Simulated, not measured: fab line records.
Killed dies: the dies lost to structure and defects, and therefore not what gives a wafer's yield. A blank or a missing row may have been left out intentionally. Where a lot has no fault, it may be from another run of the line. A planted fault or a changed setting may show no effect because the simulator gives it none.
fab line records	flow sky130
record lots=10	wafers=30	last-day=50
route steps=708 shown METAL5@661 PASSIVATION@687 PAD_OPEN@708
lots untouched by any fault: they come from a run of this same line in which no faults occurred
start-h: the number of hours between the record's first day and the start of the first shown wafer of the lot	wait-h: hours elapsed since this lot's preceding step	" repeats the value in the row above	L1.1+2: several wafers, shown together as one row	- no value present, or no start provided	* or withheld: withheld	< > ~ a bound
route shown NAME@n: a module of which the file shows steps, and the number in the route of the first	usual: average and standard deviation across the fault-free wafers	same: alike in all rows	chamber/n: place in a boat	sites: the reading at each site	_std_site: the values' standard deviation	_edge_site: mean of outer sites minus mean of inner sites	radius-mm: how far each site lies from the wafer's centre	mask NAME#n: copy n	behind: tool/chamber where the wafer was last shaped	hold: why the lot went on hold/how many hours it stayed there/how the hold came to an end	device: which transistor (n, p or np) failed to switch	end of line: the route-end tests of the same wafers	a step without rows: its recipe alone	killed: count of dies lost to structure and defects at first sort (not the wafer's yield)	map: dies across one wafer; x = killed, . = not, _ = none there
set.NAME: the setting as run; set.NAME@STEP: as run at that earlier step	model.NAME: the simulator's own value behind a step, which no gauge read
the route's steps for a sample of lots (tables are steps, rows are wafers)
services: a tool's chamber out of use, with start hour (start-h, from the record's first day; less than 0 if before it), hours out, and reason
## steps
# step SKY_METAL5_SPUTTER_00
# recipe material=Ti	target-thk-nm=15	power-w=3000	time-s=10	chamber-pressure-pa=0.4
# usual chamber-pressure-pa=0.4000/0.0011	throttle-valve-pct=30.0/0.85
lot.wafer	tool	chamber	start-h	wait-h	chamber-pressure-pa	throttle-valve-pct
L314.1	pvd-sputter-04	-	1007.89	0.2	0.3997	31.3
L314.3	"	-	"	"	0.4002	30.6
L314.5	"	-	"	"	0.4003	30.6
L315.2	pvd-sputter-02	-	1010.06	0.1	0.3999	30.3
L315.3	"	-	"	"	0.4003	28.8
L315.5	"	-	"	"	0.4007	29.6
L318.1	pvd-sputter-04	-	1032.52	0.1	0.3997	28.6
L318.3	"	-	"	"	0.4002	31.3
L318.5	"	-	"	"	0.3997	29.2
L319.3	pvd-sputter-03	-	1036.85	0.1	0.3989	30.3
L319.4	"	-	"	"	0.3994	30.5
L319.6	"	-	"	"	0.4005	30.5
L321.2	pvd-sputter-03	-	1071.91	0.2	0.3999	30.3
L321.4	"	-	"	"	0.3979	30.4
L321.5	"	-	"	"	0.4001	30.4
L324.3	pvd-sputter-02	-	1074.76	0.1	0.3995	29.4
L324.5	"	-	"	"	0.3999	29.3
L324.6	"	-	"	"	0.3999	29.8
L329.2	pvd-sputter-04	-	1104.84	0.1	0.4085	29.4
L329.4	"	-	"	"	0.3998	28.8
L329.5	"	-	"	"	0.3984	29.6
L334.2	pvd-sputter-02	-	1131.80	0.1	0.3994	29.0
L334.3	"	-	"	"	0.4001	29.4
L334.4	"	-	"	"	0.3989	30.4
L335.1	pvd-sputter-04	-	1136.06	0.2	0.4004	29.4
L335.4	"	-	"	"	0.4001	29.2
L335.6	"	-	"	"	0.4005	30.7
L337.1	pvd-sputter-03	-	1143.34	0.1	0.4003	30.5
L337.2	"	-	"	"	0.4007	29.4
L337.3	"	-	"	"	0.3985	30.7
# step SKY_METAL5_SPUTTER_01
# recipe material=TiN	target-thk-nm=20	power-w=6500	time-s=16.7	chamber-pressure-pa=0.4
# usual chamber-pressure-pa=0.4000/0.00075	throttle-valve-pct=30.0/0.85
lot.wafer	tool	chamber	start-h	wait-h	chamber-pressure-pa	throttle-valve-pct
L314.1	pvd-sputter-04	-	1007.91	0.0	0.4007	31.7
L314.3	"	-	"	"	0.4009	30.4
L314.5	"	-	"	"	0.4000	30.5
L315.2	pvd-sputter-02	-	1010.08	0.0	0.4001	30.3
L315.3	"	-	"	"	0.3989	29.2
L315.5	"	-	"	"	0.4006	29.2
L318.1	pvd-sputter-04	-	1032.54	0.0	0.3986	28.6
L318.3	"	-	"	"	0.4004	31.3
L318.5	"	-	"	"	0.3997	29.6
L319.3	pvd-sputter-03	-	1036.87	0.0	0.4006	30.1
L319.4	"	-	"	"	0.3989	30.3
L319.6	"	-	"	"	0.3997	30.0
L321.2	pvd-sputter-03	-	1071.93	0.0	0.3998	30.5
L321.4	"	-	"	"	0.4004	30.3
L321.5	"	-	"	"	0.4009	30.2
L324.3	pvd-sputter-02	-	1074.78	0.0	0.4002	29.7
L324.5	"	-	"	"	0.4002	29.5
L324.6	"	-	"	"	0.3988	30.1
L329.2	pvd-sputter-04	-	1104.86	0.0	0.3997	29.3
L329.4	"	-	"	"	0.4001	28.7
L329.5	"	-	"	"	0.4006	29.2
L334.2	pvd-sputter-02	-	1131.82	0.0	0.3996	28.9
L334.3	"	-	"	"	0.3989	29.3
L334.4	"	-	"	"	0.3993	30.2
L335.1	pvd-sputter-04	-	1136.08	0.0	0.4007	29.2
L335.4	"	-	"	"	0.4002	29.3
L335.6	"	-	"	"	0.3999	30.7
L337.1	pvd-sputter-03	-	1143.36	0.0	0.3998	30.4
L337.2	"	-	"	"	0.4003	29.6
L337.3	"	-	"	"	0.4000	30.3
# step SKY_METAL5_SPUTTER_02
# recipe material=AlCu	target-thk-nm=1150	power-w=10600	time-s=61.2	chamber-pressure-pa=0.4
# usual chamber-pressure-pa=0.3999/0.00087	throttle-valve-pct=30.0/0.83
lot.wafer	tool	chamber	start-h	wait-h	chamber-pressure-pa	throttle-valve-pct
L314.1	pvd-sputter-04	-	1007.94	0.0	0.3989	31.4
L314.3	"	-	"	"	0.4001	30.6
L314.5	"	-	"	"	0.3995	30.7
L315.2	pvd-sputter-02	-	1010.11	0.0	0.4001	30.4
L315.3	"	-	"	"	0.4000	28.9
L315.5	"	-	"	"	0.4004	29.2
L318.1	pvd-sputter-04	-	1032.57	0.0	0.3985	28.5
L318.3	"	-	"	"	0.4001	31.3
L318.5	"	-	"	"	0.3990	29.4
L319.3	pvd-sputter-03	-	1036.90	0.0	0.4001	30.1
L319.4	"	-	"	"	0.4004	30.4
L319.6	"	-	"	"	0.4000	30.5
L321.2	pvd-sputter-03	-	1071.96	0.0	0.4010	30.3
L321.4	"	-	"	"	0.4007	30.5
L321.5	"	-	"	"	0.4012	30.2
L324.3	pvd-sputter-02	-	1074.80	0.0	0.3994	29.6
L324.5	"	-	"	"	0.3999	29.5
L324.6	"	-	"	"	0.3998	29.8
L329.2	pvd-sputter-04	-	1104.89	0.0	0.4005	29.3
L329.4	"	-	"	"	0.3997	28.8
L329.5	"	-	"	"	0.4002	29.4
L334.2	pvd-sputter-02	-	1131.85	0.0	0.4000	29.1
L334.3	"	-	"	"	0.3991	29.0
L334.4	"	-	"	"	0.3987	30.4
L335.1	pvd-sputter-04	-	1136.11	0.0	0.4008	29.5
L335.4	"	-	"	"	0.4012	29.4
L335.6	"	-	"	"	0.3991	30.6
L337.1	pvd-sputter-03	-	1143.39	0.0	0.4001	30.6
L337.2	"	-	"	"	0.3989	29.7
L337.3	"	-	"	"	0.3990	30.6
# step SKY_PASSIVATION_COAT_06
# recipe spin-rpm=2000	resist-thk-nm=3000
# usual resist-line-temp-C=22.98/0.12	spin-speed-rpm=2000.2/1.2
lot.wafer	tool	chamber	start-h	wait-h	resist-line-temp-C	spin-speed-rpm
L314.1	litho-track-02	0	1042.72	0.1	23.01	1999.7
L314.3	"	0	"	"	23.00	2000.1
L314.5	"	0	"	"	23.08	2000.2
L315.2	litho-track-02	0	1045.69	0.1	23.13	1998.4
L315.3	"	0	"	"	22.94	1999.9
L315.5	"	0	"	"	23.06	1998.6
L318.1	litho-track-03	0	1067.30	0.1	22.96	2000.1
L318.3	"	0	"	"	22.87	2001.0
L318.5	"	0	"	"	23.01	1998.0
L319.3	litho-track-04	0	1071.29	0.1	23.13	1999.5
L319.4	"	0	"	"	22.71	2001.7
L319.6	"	0	"	"	22.87	2002.3
L321.2	litho-track-04	0	1103.62	0.1	23.04	2001.9
L321.4	"	0	"	"	22.98	2000.2
L321.5	"	0	"	"	22.91	2003.5
L324.3	litho-track-04	0	1106.39	0.1	22.87	2000.9
L324.5	"	0	"	"	23.04	2000.2
L324.6	"	0	"	"	22.96	1999.2
L329.2	litho-track-04	0	1135.82	0.1	22.86	2714.1
L329.4	"	0	"	"	22.99	2714.2
L329.5	"	0	"	"	22.86	2715.4
L334.2	litho-track-04	0	1161.07	0.1	22.85	2712.9
L334.3	"	0	"	"	22.93	2712.9
L334.4	"	0	"	"	23.02	2712.7
L335.1	litho-track-03	0	1164.35	0.1	22.89	2000.6
L335.4	"	0	"	"	23.12	1999.9
L335.6	"	0	"	"	22.89	2002.5
L337.1	litho-track-02	0	1170.72	0.1	23.13	1999.7
L337.2	"	0	"	"	23.15	2000.0
L337.3	"	0	"	"	23.26	2000.0
# step SKY_PASSIVATION_STRIP_12
# recipe chemistry=O2/N2	power-w=1400	pressure-mtorr=1500	platen-temp-c=withheld	overash-fraction=0.7	o2-flow-sccm=3000	n2-flow-sccm=300
# usual chamber-pressure-mTorr=1500.0/1.3	drypump-motor-current-A=5.5/0.46	o2-flow-sccm=2999/8.2	oes-product-au=0.661/0.0044	strip-time-to-endpoint-s=31.45/0.13
lot.wafer	tool	chamber	start-h	wait-h	chamber-pressure-mTorr	drypump-motor-current-A	o2-flow-sccm	oes-product-au	rf-hours-counter-h	strip-time-to-endpoint-s
L314.1	plasma-asher-02	1	1053.31	0.1	1500.3	4.6	3001	0.672	29	31.45
L314.3	"	0	"	"	1499.8	5.8	2982	0.657	-	31.40
L314.5	"	0	"	"	1498.9	5.8	3003	0.659	-	31.30
L315.2	plasma-asher-03	0	1055.86	0.1	1499.2	6.0	2998	0.669	61	31.39
L315.3	"	0	"	"	1500.5	6.0	3007	0.661	-	31.33
L315.5	"	0	"	"	1501.5	6.0	3002	0.663	-	31.38
L318.1	plasma-asher-02	0	1078.02	0.1	1500.3	5.9	3000	0.659	32	31.69
L318.3	"	1	"	"	1500.8	4.7	2998	0.663	-	31.62
L318.5	"	0	"	"	1500.0	5.8	2988	0.658	-	31.58
L319.3	plasma-asher-04	1	1081.43	0.1	1498.7	5.0	2993	0.664	-	31.65
L319.4	"	0	"	"	1499.4	5.7	3008	0.664	-	31.50
L319.6	"	0	"	"	1500.5	5.6	3009	0.664	-	31.47
L321.2	plasma-asher-03	0	1113.66	0.1	1499.9	6.0	2994	0.655	66	31.20
L321.4	"	1	"	"	1499.9	5.5	3006	0.658	-	31.25
L321.5	"	1	"	"	1499.6	5.5	3014	0.669	-	31.21
L324.3	plasma-asher-03	0	1116.54	0.1	1500.1	6.0	2997	0.661	-	31.32
L324.5	"	0	"	"	1498.5	6.0	2996	0.654	-	31.21
L324.6	"	1	"	"	1499.9	5.6	3007	0.661	-	31.10
L329.2	plasma-asher-03	0	1144.76	0.1	1500.3	6.0	2996	0.660	69	26.63
L329.4	"	1	"	"	1497.4	5.6	3005	0.656	-	26.50
L329.5	"	1	"	"	1498.5	5.6	2997	0.667	-	26.55
L334.2	plasma-asher-03	1	1169.91	0.1	1501.1	5.5	3003	0.664	72	26.54
L334.3	"	0	"	"	1499.4	6.0	3002	0.661	-	26.57
L334.4	"	1	"	"	1500.6	5.6	3000	0.656	-	26.71
L335.1	plasma-asher-03	0	1173.11	0.1	1499.8	6.0	3010	0.665	72	31.40
L335.4	"	1	"	"	1499.5	5.5	2998	0.663	-	31.50
L335.6	"	1	"	"	1500.4	5.5	3008	0.658	-	31.41
L337.1	plasma-asher-02	1	1179.13	0.1	1498.7	4.7	3008	0.659	42	31.43
L337.2	"	0	"	"	1501.3	5.8	3012	0.660	42	31.38
L337.3	"	0	"	"	1501.2	5.9	3001	0.660	-	31.39
# step SKY_PAD_OPEN_PROBE_99
# usual defect-limited-yield=82.2/1.8	killed_at_M0_to_M3=44/7.1	killed_at_M4_up=3.1/1.9	killed-at-contacts=25/5.8	killed-at-front-end=16/4.5	killed-at-other=0.3/0.52	killed-dies=88/9.1	killed-open=48/6.8	killed-short=39/5.8	sort_bin_3_pad_short=0.9/0.4	sort_bin_5_function=10.6/1.4	sort_bin_6_memory=6.3/1.1	sort-n-pass=404/9.1	sort-yield-pct=82.2/1.8
# same gross-dies=492	killed-at-back-side=0	sort_bin_4_leakage[%]=0	sort_bin_8_speed[%]=0
lot.wafer	tool	chamber	start-h	wait-h	defect-limited-yield[%]	killed_at_M0_to_M3	killed_at_M4_up	killed-at-contacts	killed-at-front-end	killed-at-other	killed-dies	killed-open	killed-short	sort_bin_3_pad_short[%]	sort_bin_5_function[%]	sort_bin_6_memory[%]	sort-n-pass	sort-yield-pct[%]
L314.1	prober-01	-	1077.41	0.1	83.9	39	5	20	15	0	79	40	37	1.0	9.3	5.7	413	83.9
L314.3	prober-01	-	1077.51	0.2	84.1	47	0	17	14	0	78	43	35	0.8	7.9	7.1	414	84.1
L314.5	prober-01	-	1077.61	0.2	84.8	39	2	17	17	0	75	43	31	0.6	9.8	4.9	417	84.8
L315.2	prober-02	-	1080.11	0.1	80.3	40	3	31	23	0	97	60	36	1.4	10.6	7.7	395	80.3
L315.3	prober-02	-	1080.16	0.2	82.9	44	6	20	13	1	84	51	33	1.0	9.3	6.7	408	82.9
L315.5	prober-02	-	1080.26	0.2	82.3	44	3	21	19	0	87	45	42	1.6	7.9	8.1	405	82.3
L318.1	prober-01	-	1101.21	0.1	81.7	42	1	30	17	0	90	59	31	0.4	11.2	6.7	402	81.7
L318.3	prober-01	-	1101.31	0.2	86.0	41	2	8	18	0	69	35	34	1.2	8.5	4.3	423	86.0
L318.5	prober-01	-	1101.41	0.2	81.9	34	5	25	24	1	89	54	35	0.4	9.3	8.3	403	81.9
L319.3	prober-02	-	1104.96	0.2	79.3	56	3	26	17	0	102	60	42	1.2	11.0	8.5	390	79.3
L319.4	prober-02	-	1105.01	0.2	82.1	43	2	24	19	0	88	46	40	0.6	10.2	7.1	404	82.1
L319.6	prober-02	-	1105.11	0.2	80.7	39	2	33	21	0	95	48	46	1.2	13.2	4.9	397	80.7
L321.2	prober-02	-	1135.57	0.1	82.1	38	6	24	19	1	88	51	36	0.6	12.4	4.9	404	82.1
L321.4	prober-02	-	1135.67	0.2	77.8	50	4	37	17	1	109	66	42	1.4	12.8	7.9	383	77.8
L321.5	prober-02	-	1135.72	0.2	81.1	48	5	28	11	1	93	48	44	0.6	12.2	6.1	399	81.1
L324.3	prober-01	-	1139.40	0.2	81.7	47	0	25	18	0	90	50	40	0.4	11.6	6.3	402	81.7
L324.5	prober-01	-	1139.50	0.2	84.6	40	1	20	15	0	76	41	35	0.8	10.4	4.3	416	84.6
L324.6	prober-01	-	1139.55	0.2	84.1	37	2	27	12	0	78	47	31	0.8	10.6	4.5	414	84.1
L329.2	prober-02	-	1165.40	0.1	83.3	39	5	26	12	0	82	49	33	0.6	9.3	6.7	410	83.3
L329.4	prober-02	-	1165.50	0.2	82.9	35	2	28	18	1	84	43	40	0.6	11.0	5.5	408	82.9
L329.5	prober-02	-	1165.55	0.2	80.9	41	5	26	22	0	94	52	39	1.8	11.0	6.3	398	80.9
L334.2	prober-01	-	1188.01	0.1	83.9	36	1	26	16	0	79	43	36	1.6	8.1	6.3	413	83.9
L334.3	prober-01	-	1188.06	0.2	80.7	45	2	25	23	0	95	51	44	1.6	11.4	6.3	397	80.7
L334.4	prober-01	-	1188.11	0.2	80.3	48	3	27	19	0	97	48	49	0.8	12.8	6.1	395	80.3
L335.1	prober-02	-	1191.61	0.1	80.3	50	2	26	19	0	97	57	40	0.6	12.2	6.9	395	80.3
L335.4	prober-02	-	1191.76	0.2	80.3	50	10	23	14	0	97	54	42	1.6	10.4	7.7	395	80.3
L335.6	prober-02	-	1191.86	0.2	80.5	45	1	38	12	0	96	58	38	0.2	12.4	6.9	396	80.5
L337.1	prober-02	-	1196.97	0.1	81.5	49	4	20	18	0	91	46	44	1.6	11.2	5.7	401	81.5
L337.2	prober-02	-	1197.02	0.1	82.3	44	4	31	8	0	87	45	41	0.8	10.4	6.5	405	82.3
L337.3	prober-02	-	1197.07	0.2	84.3	40	2	23	9	3	77	47	28	0.8	9.1	5.7	415	84.3
# killed by level:class
L314.1 LI_CONTACT:geometric-particle:open=7 VIA2:geometric-particle:open=7 METAL2:geometric-particle:short=7 FIELD_ISO:geometric-particle:short=6 CONTACT:geometric-particle:open=6 VIA3:geometric-particle:open=6 VIA1:geometric-particle:short=4 SPACER:geometric-particle:open=3
L314.3 CONTACT:geometric-particle:open=9 VIA1:geometric-particle:open=8 VIA2:geometric-particle:open=8 METAL1:geometric-particle:short=7 VIA3:geometric-particle:open=7 FIELD_ISO:geometric-particle:open=5 FIELD_ISO:geometric-particle:short=5 METAL2:geometric-particle:short=5
L314.5 FIELD_ISO:geometric-particle:open=8 METAL2:geometric-particle:short=8 VIA1:geometric-particle:open=7 CONTACT:geometric-particle:open=7 VIA3:geometric-particle:open=6 VIA2:geometric-particle:open=5 LI_CONTACT:geometric-particle:open=4 METAL1:geometric-particle:short=4
L315.2 CONTACT:geometric-particle:open=16 VIA1:geometric-particle:open=11 VIA3:geometric-particle:open=8 LI_CONTACT:geometric-particle:open=7 FIELD_ISO:geometric-particle:open=6 FIELD_ISO:geometric-particle:short=6 LOCAL_INTERCONNECT:geometric-particle:short=6 METAL1:geometric-particle:short=5
L315.3 VIA1:geometric-particle:open=14 VIA3:geometric-particle:open=9 CONTACT:geometric-particle:open=8 METAL1:geometric-particle:short=6 LI_CONTACT:geometric-particle:open=5 METAL4:geometric-particle:short=5 FIELD_ISO:geometric-particle:open=4 METAL2:geometric-particle:short=4
L315.5 VIA3:geometric-particle:open=12 VIA1:geometric-particle:open=8 POLY_GATE:geometric-particle:short=7 CONTACT:geometric-particle:open=6 METAL2:geometric-particle:short=6 FIELD_ISO:geometric-particle:open=4 LI_CONTACT:geometric-particle:short=4 CONTACT:geometric-particle:short=4
L318.1 LI_CONTACT:geometric-particle:open=11 CONTACT:geometric-particle:open=9 VIA1:geometric-particle:open=9 VIA2:geometric-particle:open=8 VIA3:geometric-particle:open=7 FIELD_ISO:geometric-particle:open=6 METAL1:geometric-particle:short=6 LOCAL_INTERCONNECT:geometric-particle:short=5
L318.3 VIA1:geometric-particle:open=9 FIELD_ISO:geometric-particle:short=7 VIA1:geometric-particle:short=7 VIA2:geometric-particle:open=7 FIELD_ISO:geometric-particle:open=5 VIA3:geometric-particle:open=5 METAL2:geometric-particle:short=3 POLY_GATE:geometric-particle:short=3
L318.5 CONTACT:geometric-particle:open=10 POLY_GATE:geometric-particle:open=8 VIA1:geometric-particle:open=7 FIELD_ISO:geometric-particle:open=6 VIA3:geometric-particle:open=6 CONTACT:geometric-particle:short=6 METAL4:geometric-particle:short=5 FIELD_ISO:geometric-particle:short=4
L319.3 VIA1:geometric-particle:open=22 VIA2:geometric-particle:open=10 LI_CONTACT:geometric-particle:open=6 CONTACT:geometric-particle:open=6 CONTACT:geometric-particle:short=6 VIA1:geometric-particle:short=5 FIELD_ISO:geometric-particle:short=4 POLY_GATE:geometric-particle:open=4
L319.4 CONTACT:geometric-particle:open=8 VIA1:geometric-particle:open=8 LI_CONTACT:geometric-particle:open=7 POLY_GATE:geometric-particle:open=6 METAL2:geometric-particle:short=6 VIA3:geometric-particle:open=5 LOCAL_INTERCONNECT:geometric-particle:short=5 VIA1:geometric-particle:short=5
L319.6 VIA1:geometric-particle:open=11 LI_CONTACT:geometric-particle:open=9 CONTACT:geometric-particle:short=9 CONTACT:geometric-particle:open=8 LI_CONTACT:geometric-particle:short=6 POLY_GATE:geometric-particle:open=5 VIA1:geometric-particle:short=5 VIA3:geometric-particle:open=5
L321.2 LI_CONTACT:geometric-particle:open=8 CONTACT:geometric-particle:open=8 VIA1:geometric-particle:open=8 VIA3:geometric-particle:open=6 CONTACT:geometric-particle:short=5 METAL2:geometric-particle:open=5 FIELD_ISO:geometric-particle:short=4 FIELD_ISO:geometric-particle:open=4
L321.4 VIA1:geometric-particle:open=14 CONTACT:geometric-particle:open=12 LI_CONTACT:geometric-particle:open=10 VIA3:geometric-particle:open=9 METAL1:geometric-particle:short=7 POLY_GATE:geometric-particle:open=6 CONTACT:geometric-particle:short=5 METAL2:geometric-particle:short=5
L321.5 VIA1:geometric-particle:open=15 LOCAL_INTERCONNECT:geometric-particle:short=9 VIA3:geometric-particle:open=8 CONTACT:geometric-particle:open=7 METAL1:geometric-particle:short=6 FIELD_ISO:geometric-particle:short=4 CONTACT:geometric-particle:short=4 VIA1:geometric-particle:short=4
L324.3 LI_CONTACT:geometric-particle:open=10 VIA1:geometric-particle:open=10 VIA2:geometric-particle:open=8 METAL2:geometric-particle:short=8 CONTACT:geometric-particle:open=8 FIELD_ISO:geometric-particle:short=6 CONTACT:geometric-particle:short=5 VIA1:geometric-particle:short=5
L324.5 VIA3:geometric-particle:open=9 METAL2:geometric-particle:short=7 POLY_GATE:geometric-particle:short=6 CONTACT:geometric-particle:open=6 VIA1:geometric-particle:open=6 LI_CONTACT:geometric-particle:open=5 METAL1:geometric-particle:short=4 CONTACT:geometric-particle:short=4
L324.6 VIA1:geometric-particle:open=9 LOCAL_INTERCONNECT:geometric-particle:short=8 CONTACT:geometric-particle:open=8 VIA3:geometric-particle:open=8 LI_CONTACT:geometric-particle:open=6 POLY_GATE:geometric-particle:open=5 VIA2:geometric-particle:open=5 CONTACT:geometric-particle:short=4
L329.2 VIA1:geometric-particle:open=13 LI_CONTACT:geometric-particle:open=9 CONTACT:geometric-particle:open=7 CONTACT:geometric-particle:short=5 VIA2:geometric-particle:open=5 VIA3:geometric-particle:open=5 METAL4:geometric-particle:short=4 POLY_GATE:geometric-particle:open=3
L329.4 VIA1:geometric-particle:open=8 LI_CONTACT:geometric-particle:open=7 VIA3:geometric-particle:open=7 CONTACT:geometric-particle:short=7 POLY_GATE:geometric-particle:open=6 FIELD_ISO:geometric-particle:short=5 CONTACT:geometric-particle:open=5 LI_CONTACT:geometric-particle:short=4
L329.5 VIA1:geometric-particle:open=10 CONTACT:geometric-particle:open=8 FIELD_ISO:geometric-particle:short=7 FIELD_ISO:geometric-particle:open=6 LI_CONTACT:geometric-particle:open=6 CONTACT:geometric-particle:short=6 VIA2:geometric-particle:open=6 VIA3:geometric-particle:open=6
L334.2 CONTACT:geometric-particle:open=11 POLY_GATE:geometric-particle:short=8 LI_CONTACT:geometric-particle:open=7 VIA1:geometric-particle:open=7 METAL2:geometric-particle:short=5 POLY_GATE:geometric-particle:open=4 VIA1:geometric-particle:short=4 VIA3:geometric-particle:open=4
L334.3 VIA1:geometric-particle:open=11 METAL2:geometric-particle:short=9 LI_CONTACT:geometric-particle:open=9 CONTACT:geometric-particle:open=9 POLY_GATE:geometric-particle:short=7 FIELD_ISO:geometric-particle:open=5 METAL1:geometric-particle:short=5 CONTACT:geometric-particle:short=4
L334.4 VIA1:geometric-particle:open=9 VIA2:geometric-particle:open=8 POLY_GATE:geometric-particle:short=7 LI_CONTACT:geometric-particle:open=7 CONTACT:geometric-particle:open=7 LI_CONTACT:geometric-particle:short=5 LOCAL_INTERCONNECT:geometric-particle:short=5 METAL2:geometric-particle:short=5
L335.1 VIA3:geometric-particle:open=11 CONTACT:geometric-particle:open=10 VIA1:geometric-particle:open=10 METAL1:geometric-particle:short=6 VIA1:geometric-particle:short=6 FIELD_ISO:geometric-particle:open=5 POLY_GATE:geometric-particle:short=5 CONTACT:geometric-particle:short=5
L335.4 VIA2:geometric-particle:open=10 LI_CONTACT:geometric-particle:open=9 VIA1:geometric-particle:open=9 METAL4:geometric-particle:short=8 METAL1:geometric-particle:short=7 METAL2:geometric-particle:short=6 VIA3:geometric-particle:open=6 POLY_GATE:geometric-particle:open=5
L335.6 CONTACT:geometric-particle:open=16 VIA1:geometric-particle:open=15 CONTACT:geometric-particle:short=8 LI_CONTACT:geometric-particle:open=6 METAL1:geometric-particle:short=6 VIA2:geometric-particle:open=5 POLY_GATE:geometric-particle:open=4 LOCAL_INTERCONNECT:geometric-particle:short=4
L337.1 VIA1:geometric-particle:open=11 LI_CONTACT:geometric-particle:open=9 METAL1:geometric-particle:short=9 METAL2:geometric-particle:short=7 FIELD_ISO:geometric-particle:open=6 METAL3:geometric-particle:short=5 CONTACT:geometric-particle:open=4 VIA3:geometric-particle:short=4
L337.2 CONTACT:geometric-particle:open=14 VIA1:geometric-particle:open=13 LOCAL_INTERCONNECT:geometric-particle:short=9 METAL1:geometric-particle:short=7 METAL3:geometric-particle:short=4 VIA3:geometric-particle:open=4 LI_CONTACT:geometric-particle:open=3 VIA2:geometric-particle:open=3
L337.3 VIA2:geometric-particle:open=9 CONTACT:geometric-particle:open=8 VIA1:geometric-particle:open=7 METAL2:geometric-particle:short=6 VIA3:geometric-particle:open=6 LI_CONTACT:geometric-particle:open=4 LOCAL_INTERCONNECT:geometric-particle:open=4 METAL1:geometric-particle:short=4
## services
tool	chamber	start-h	hours	kind
plasma-asher-04	-	989.01	10.1	repair
plasma-asher-03	-	1008.80	0.3	repair
plasma-asher-02	-	1020.36	15.6	pm
pvd-sputter-04	-	1022.30	8.8	repair
pvd-sputter-02	1	1027.26	-	consumable-replace:kit
pvd-sputter-02	1	1027.26	18.0	scheduled-down
pvd-sputter-02	1	1027.26	18.0	vent-cycle
pvd-sputter-03	-	1043.46	8.3	repair
pvd-sputter-04	3	1054.39	-	consumable-replace:kit
pvd-sputter-04	3	1054.39	18.0	scheduled-down
pvd-sputter-04	3	1054.39	18.0	vent-cycle
plasma-asher-04	-	1055.25	9.0	pm
pvd-sputter-03	-	1057.40	3.3	repair
pvd-sputter-03	-	1081.73	0.7	repair
pvd-sputter-03	3	1118.53	-	consumable-replace:kit
pvd-sputter-03	3	1118.53	18.0	scheduled-down
pvd-sputter-03	3	1118.53	18.0	vent-cycle
pvd-sputter-04	2	1130.03	-	consumable-replace:kit
pvd-sputter-04	2	1130.03	18.0	scheduled-down
pvd-sputter-04	2	1130.03	18.0	vent-cycle
pvd-sputter-02	0	1159.32	-	consumable-replace:kit
pvd-sputter-02	0	1159.32	18.0	scheduled-down
pvd-sputter-02	0	1159.32	18.0	vent-cycle
pvd-sputter-02	-	1178.94	2.6	repair
## key
first-sign step=SKY_PASSIVATION_COAT_06	reading=spin-speed-rpm	direction=up	sigmas=99+	usual=2000.2	struck=2713.7
effect step=SKY_PASSIVATION_STRIP_12	reading=strip-time-to-endpoint-s	direction=down	sigmas=38	usual=*	struck=*
met-at SKY_PASSIVATION_COAT_06
struck-lots L329,L334
not-acting-at SKY_METAL5_SPUTTER_00,SKY_METAL5_SPUTTER_01,SKY_METAL5_SPUTTER_02
onset-between 1106.39 1135.82
fault kind=process-parameter-drift	tool=litho-track-04	chamber=-	onset-h=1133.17	steps=SKY_PASSIVATION_COAT_06	channel=spin-rpm	offset=713.56	shape=step	end-h=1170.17	acts-in=these-recipes-only	stated=2000
